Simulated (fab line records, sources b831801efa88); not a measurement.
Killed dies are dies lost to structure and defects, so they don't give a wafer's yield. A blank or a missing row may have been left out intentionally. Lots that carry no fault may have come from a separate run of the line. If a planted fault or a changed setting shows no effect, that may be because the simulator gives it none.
Which tool did it? -- flow sky130 -- Sampling: 14 lots, 42 wafers, 6 of 708 route steps

## WHAT THE GAUGES READ, wafer by wafer
SKY_METAL1_THK_MEAS_06: measures by xrf. Usual: METAL1_ALCU_THK gives 247.5 nm (standard deviation 2.7).
lot,measured,on,METAL1_ALCU_THK (nm),flag
L726,day 33 08:39,film-metro-03,248.8 249.8 240.5,
L727,day 33 15:08,film-metro-02,244.4 243.1 243.8,
L728,day 33 18:33,film-metro-02,249.7 248.4 249.5,
L729,day 34 19:10,film-metro-04,250.3 250.2 247.6,
L730,day 34 22:35,film-metro-02,251.1 249.0 249.7,
L733,day 35 19:54,film-metro-02,247.3 246.8 245.7,
L734,day 36 02:16,film-metro-02,250.8 252.6 248.5,
L735,day 36 04:37,film-metro-02,250.5 245.0 250.9,
L737,day 37 01:40,film-metro-02,249.4 247.6 248.1,
L742,day 38 08:33,film-metro-04,247.6 246.1 245.6,
L744,day 38 17:15,film-metro-04,248.5 251.5 252.8,
L747,day 39 17:03,film-metro-02,249.2 245.0 243.8,
L748,day 39 21:20,film-metro-02,242.2 244.4 243.3,
L749,day 40 03:11,film-metro-04,249.3 248.0 246.3,

SKY_VIA1_CD_MEAS_12: the cd target is 150 nm. Usual: 149.8 nm for cd-nm, sd 1.4.
lot,measured,on,cd-nm (nm),flag
L726,day 35 14:54,cd-sem-02,149.8 151.1 150.1,
L727,day 35 22:33,cd-sem-02,146.9 147.5 146.1,
L728,day 36 01:01,cd-sem-01,148.6 147.3 147.3,
L729,day 37 02:19,cd-sem-01,149.5 148.7 150.2,
L730,day 37 06:01,cd-sem-01,151.2 149.6 150.0,
L733,day 38 02:08,cd-sem-01,151.7 150.5 147.9,
L734,day 38 09:25,cd-sem-01,149.4 150.7 149.0,
L735,day 38 12:21,cd-sem-02,148.2 - -,
L737,day 39 09:01,cd-sem-01,150.4 - 150.4,
L742,day 40 13:11,cd-sem-01,148.8 146.7 148.7,
L744,day 40 22:10,cd-sem-01,150.5 151.3 149.8,
L747,day 41 20:25,cd-sem-01,150.0 150.4 151.2,
L748,day 42 01:59,cd-sem-01,150.2 148.9 149.2,
L749,day 42 06:50,cd-sem-02,150.0 149.2 149.9,

SKY_VIA1_OVL_MEAS_13. Usual: VIA1_OVL gives -2 nm (standard deviation 5.1).
lot,measured,on,VIA1_OVL (nm),flag
L726,day 35 15:01,overlay-02,-1 -7 -4,
L727,day 35 22:40,overlay-01,6 -2 8,
L728,day 36 01:08,overlay-01,-1 -1 0,
L729,day 37 02:26,overlay-01,-3 -8 -4,
L730,day 37 06:07,overlay-01,-7 -7 -11,
L733,day 38 02:14,overlay-02,0 -3 0,
L734,day 38 09:32,overlay-02,5 4 0,
L735,day 38 12:28,overlay-02,-12 - -,
L737,day 39 09:08,overlay-02,7 - -7,
L742,day 40 13:19,overlay-02,-1 -5 -8,
L744,day 40 22:17,overlay-02,3 1 3,
L747,day 41 20:32,overlay-02,-7 -3 -9,
L748,day 42 02:05,overlay-01,-6 -3 4,
L749,day 42 06:58,overlay-01,-5 -4 -1,

SKY_VIA1_THK_MEAS_23: measures by xrf. Usual: VIA1_W_THK gives 278 nm (standard deviation 5.3).
lot,measured,on,VIA1_W_THK (nm),flag
L726,day 35 16:04,film-metro-01,268 267 270,
L727,day 35 23:40,film-metro-01,277 273 276,
L728,day 36 02:13,film-metro-03,274 278 278,
L729,day 37 03:49,film-metro-04,280 283 281,
L730,day 37 07:37,film-metro-04,288 276 286,
L733,day 38 03:16,film-metro-03,278 289 287,
L734,day 38 10:31,film-metro-04,276 277 286,
L735,day 38 13:27,film-metro-04,271 274 274,
L737,day 39 10:08,film-metro-04,275 282 271,
L742,day 40 14:18,film-metro-03,279 277 273,
L744,day 40 23:16,film-metro-04,275 274 290,
L747,day 41 21:31,film-metro-03,276 280 275,
L748,day 42 03:05,film-metro-03,286 283 284,
L749,day 42 07:57,film-metro-03,272 270 274,

## EACH LOT AND THE TOOL THAT RAN IT (in order: tool; ch and the chambers of the sampled wafers; start)
lot,SKY_VIA1_CMP_02,SKY_VIA1_EXPOSE_09
L726,"cmp-01 ch 0,2,3, day 34 12:07","krf-scanner-02 ch 0, day 35 01:35"
L727,"cmp-01 ch 0,2,3, day 34 19:13","krf-scanner-01 ch 0, day 35 08:43"
L728,"cmp-01 ch 1,2,3, day 34 22:26","krf-scanner-01 ch 0, day 35 11:15"
L729,"cmp-02 ch 1,2,3, day 35 23:37","krf-scanner-01 ch 0, day 36 12:07"
L730,"cmp-02 ch 1,2, day 36 02:43","krf-scanner-02 ch 0, day 36 16:11"
L733,"cmp-02 ch 0,3, day 36 23:25","krf-scanner-01 ch 0, day 37 12:28"
L734,"cmp-02 ch 0,2, day 37 06:08","krf-scanner-02 ch 0, day 37 19:49"
L735,"cmp-02 ch 1,2,3, day 37 08:50","krf-scanner-01 ch 0, day 37 23:17"
L737,"cmp-02 ch 1,2,3, day 38 05:53","krf-scanner-01 ch 0, day 38 18:52"
L742,"cmp-02 ch 2,3, day 39 11:22","krf-scanner-02 ch 0, day 40 00:08"
L744,"cmp-02 ch 1,2,3, day 39 20:28","krf-scanner-02 ch 0, day 40 10:19"
L747,"cmp-02 ch 1,2,3, day 40 19:12","krf-scanner-02 ch 0, day 41 07:56"
L748,"cmp-01 ch 0,3, day 41 00:02","krf-scanner-02 ch 0, day 41 14:10"
L749,"cmp-01 ch 0,1,2, day 41 05:18","krf-scanner-02 ch 0, day 41 19:14"
- SKY_VIA1_CMP_02: polishes SiO2.
- SKY_VIA1_EXPOSE_09: exposes mask VIM, target cd 150 nm.

## AS READ BY THE TOOLS THEMSELVES (means over the sampled wafers that have a number; for cases with no such wafer, the mark the record gives instead)
SKY_VIA1_CMP_02. Usual: 12.2 A for motor-current-A, sd 0.87.
lot,tool,motor-current-A (A),flag
L726,cmp-01,12.3,
L727,cmp-01,12.4,
L728,cmp-01,12.0,
L729,cmp-02,12.3,
L730,cmp-02,12.2,
L733,cmp-02,13.0,
L734,cmp-02,11.8,
L735,cmp-02,11.8,
L737,cmp-02,11.9,
L742,cmp-02,11.9,
L744,cmp-02,12.4,
L747,cmp-02,12.4,
L748,cmp-01,12.6,
L749,cmp-01,12.1,

SKY_VIA1_EXPOSE_09. Usual: 23.01 C for reticle-temp-C, sd 0.11.
lot,tool,reticle-temp-C (C),flag
L726,krf-scanner-02,23.02,
L727,krf-scanner-01,22.97,
L728,krf-scanner-01,23.05,
L729,krf-scanner-01,23.14,
L730,krf-scanner-02,23.13,
L733,krf-scanner-01,23.01,
L734,krf-scanner-02,23.14,
L735,krf-scanner-01,22.98,
L737,krf-scanner-01,22.92,
L742,krf-scanner-02,23.07,
L744,krf-scanner-02,22.98,
L747,krf-scanner-02,22.98,
L748,krf-scanner-02,23.06,
L749,krf-scanner-02,23.01,

## THE ANSWER, worked out from the rows above alone
Rule: take the mean of a lot's wafers that have a number; if it is more than 3 standard deviations from the usual mean, the lot is off. Also off: a lot with no number at a reading for which 4 or more lots have one. All remaining lots with rows at the step are treated as sound. First the gauges in route order, then the tools' own readings, where a lot's mean is used as printed above. At the first step where some lot is off, the reading lying furthest off is the one used; lots without a number count as furthest.
No lot is off on any of the readings shown, so nothing can be concluded from this.

## WHAT THE SIMULATOR HAD INSERTED
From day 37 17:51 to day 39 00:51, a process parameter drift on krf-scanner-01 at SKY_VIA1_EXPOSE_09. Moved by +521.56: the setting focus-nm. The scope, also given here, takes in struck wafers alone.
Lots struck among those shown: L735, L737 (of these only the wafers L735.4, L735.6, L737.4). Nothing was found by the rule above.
